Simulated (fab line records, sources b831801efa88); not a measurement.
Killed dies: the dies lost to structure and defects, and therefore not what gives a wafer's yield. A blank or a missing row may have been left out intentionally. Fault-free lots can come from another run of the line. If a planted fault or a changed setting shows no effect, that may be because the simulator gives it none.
Check of tool commonality :: flow sky130 :: 11 lots, 33 wafers sampled

WHY THIS WAS OPENED
Of 11 lots, 3 have the reading CONTACT_OVL flagged at SKY_CONTACT_OVL_MEAS_15. Wafers without a fault read -1 nm, standard deviation 4.2.
Rule: a lot is flagged in two cases, either no wafer of it has a number, or all its wafers with numbers fall more than 4 standard deviations from that mean. The other lots count as sound.

lot: L658
measured: day 31 23:19
on: overlay-01
CONTACT_OVL (nm), wafer by wafer: -5 -5 -7
flag: 

lot: L659
measured: day 32 09:28
on: overlay-02
CONTACT_OVL (nm), wafer by wafer: 0 -5 2
flag: 

lot: L660
measured: day 32 17:16
on: overlay-02
CONTACT_OVL (nm), wafer by wafer: 0 -2 5
flag: 

lot: L661
measured: day 33 10:25
on: overlay-02
CONTACT_OVL (nm), wafer by wafer: -5 -5 1
flag: 

lot: L662
measured: day 33 10:56
on: overlay-01
CONTACT_OVL (nm), wafer by wafer: -6 -1 -5
flag: 

lot: L664
measured: day 34 11:26
on: overlay-02
CONTACT_OVL (nm), wafer by wafer: 71 60 75
flag: FLAGGED

lot: L666
measured: day 35 13:55
on: overlay-01
CONTACT_OVL (nm), wafer by wafer: 65 69 65
flag: FLAGGED

lot: L670
measured: day 36 02:31
on: overlay-01
CONTACT_OVL (nm), wafer by wafer: 0 -6 -5
flag: 

lot: L671
measured: day 36 15:06
on: overlay-02
CONTACT_OVL (nm), wafer by wafer: 72 73 68
flag: FLAGGED

lot: L675
measured: day 37 14:22
on: overlay-02
CONTACT_OVL (nm), wafer by wafer: 4 2 1
flag: 

lot: L680
measured: day 39 05:50
on: overlay-02
CONTACT_OVL (nm), wafer by wafer: 1 -4 -4
flag: 
Average over the flagged lots: 69 nm; offset from the usual +70 nm, equal to +17 standard deviations.

WHICH TOOL EACH LOT WENT THROUGH
Before the reading, the record contains 2 process steps out of a 708-step route. Each cell gives the tool, then ch followed by the chambers the sampled wafers passed through, then the start.
lot: L658
flag: 
SKY_LOCAL_INTERCONNECT_STRIP_15: plasma-asher-01 ch 0,1, day 30 18:14
SKY_CONTACT_EXPOSE_11: krf-scanner-01 ch 0, day 31 09:26

lot: L659
flag: 
SKY_LOCAL_INTERCONNECT_STRIP_15: plasma-asher-03 ch 0,1, day 31 05:04
SKY_CONTACT_EXPOSE_11: krf-scanner-01 ch 0, day 31 19:45

lot: L660
flag: 
SKY_LOCAL_INTERCONNECT_STRIP_15: plasma-asher-01 ch 0,1, day 31 11:44
SKY_CONTACT_EXPOSE_11: krf-scanner-01 ch 0, day 32 02:59

lot: L661
flag: 
SKY_LOCAL_INTERCONNECT_STRIP_15: plasma-asher-02 ch 0, day 32 05:40
SKY_CONTACT_EXPOSE_11: krf-scanner-02 ch 0, day 32 21:01

lot: L662
flag: 
SKY_LOCAL_INTERCONNECT_STRIP_15: plasma-asher-03 ch 0,1, day 32 06:01
SKY_CONTACT_EXPOSE_11: krf-scanner-01 ch 0, day 32 21:35

lot: L664
flag: FLAGGED
SKY_LOCAL_INTERCONNECT_STRIP_15: plasma-asher-03 ch 0,1, day 33 07:08
SKY_CONTACT_EXPOSE_11: krf-scanner-01 ch 0, day 33 21:55

lot: L666
flag: FLAGGED
SKY_LOCAL_INTERCONNECT_STRIP_15: plasma-asher-02 ch 0,1, day 34 09:55
SKY_CONTACT_EXPOSE_11: krf-scanner-01 ch 0, day 35 00:28

lot: L670
flag: 
SKY_LOCAL_INTERCONNECT_STRIP_15: plasma-asher-01 ch 1, day 34 22:40
SKY_CONTACT_EXPOSE_11: krf-scanner-02 ch 0, day 35 13:19

lot: L671
flag: FLAGGED
SKY_LOCAL_INTERCONNECT_STRIP_15: plasma-asher-03 ch 1, day 35 11:30
SKY_CONTACT_EXPOSE_11: krf-scanner-01 ch 0, day 36 02:11

lot: L675
flag: 
SKY_LOCAL_INTERCONNECT_STRIP_15: plasma-asher-01 ch 0,1, day 36 10:59
SKY_CONTACT_EXPOSE_11: krf-scanner-02 ch 0, day 37 01:37

lot: L680
flag: 
SKY_LOCAL_INTERCONNECT_STRIP_15: plasma-asher-03 ch 0,1, day 38 02:19
SKY_CONTACT_EXPOSE_11: krf-scanner-02 ch 0, day 38 16:32
What the steps here do:
- SKY_LOCAL_INTERCONNECT_STRIP_15: strips in O2/N2.
- SKY_CONTACT_EXPOSE_11: exposes mask CTM1, target cd 170 nm.
- SKY_CONTACT_OVL_MEAS_15

FLAGGED OVER TOTAL, TOOL BY TOOL (the gauges that took the reading come last)
step: SKY_LOCAL_INTERCONNECT_STRIP_15
tool: plasma-asher-01
lots run: 4
flagged: 0
share of the flagged lots: none
sound lots run after its first flagged lot: -

step: SKY_LOCAL_INTERCONNECT_STRIP_15
tool: plasma-asher-02
lots run: 2
flagged: 1
share of the flagged lots: some
sound lots run after its first flagged lot: 0

step: SKY_LOCAL_INTERCONNECT_STRIP_15
tool: plasma-asher-03
lots run: 5
flagged: 2
share of the flagged lots: some
sound lots run after its first flagged lot: 1 (L680)

step: SKY_CONTACT_EXPOSE_11
tool: krf-scanner-01
lots run: 7
flagged: 3
share of the flagged lots: all
sound lots run after its first flagged lot: 0

step: SKY_CONTACT_EXPOSE_11
tool: krf-scanner-02
lots run: 4
flagged: 0
share of the flagged lots: none
sound lots run after its first flagged lot: -

step: SKY_CONTACT_OVL_MEAS_15
tool: overlay-01
lots run: 4
flagged: 1
share of the flagged lots: some
sound lots run after its first flagged lot: 1 (L670)

step: SKY_CONTACT_OVL_MEAS_15
tool: overlay-02
lots run: 7
flagged: 2
share of the flagged lots: some
sound lots run after its first flagged lot: 2 (L675,L680)

WHAT THE TABLE ALLOWS
Rows of the table that ran each flagged lot: 1, that is krf-scanner-01 at SKY_CONTACT_EXPOSE_11.
- krf-scanner-01 at SKY_CONTACT_EXPOSE_11: 3 of its 7 lots flagged. Its last sound lot is L662 (day 32 21:35), its first flagged lot L664 (day 33 21:55): a fault that began between those two fits.
Left over: one tool, krf-scanner-01 at SKY_CONTACT_EXPOSE_11.

WHAT THE SIMULATOR HAD INSERTED
Scanner matching overlay: krf-scanner-01, from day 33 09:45 on, at SKY_CONTACT_EXPOSE_11. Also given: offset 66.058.
Struck lots among those shown: L664, L666, L671. The rule above reached the same finding.
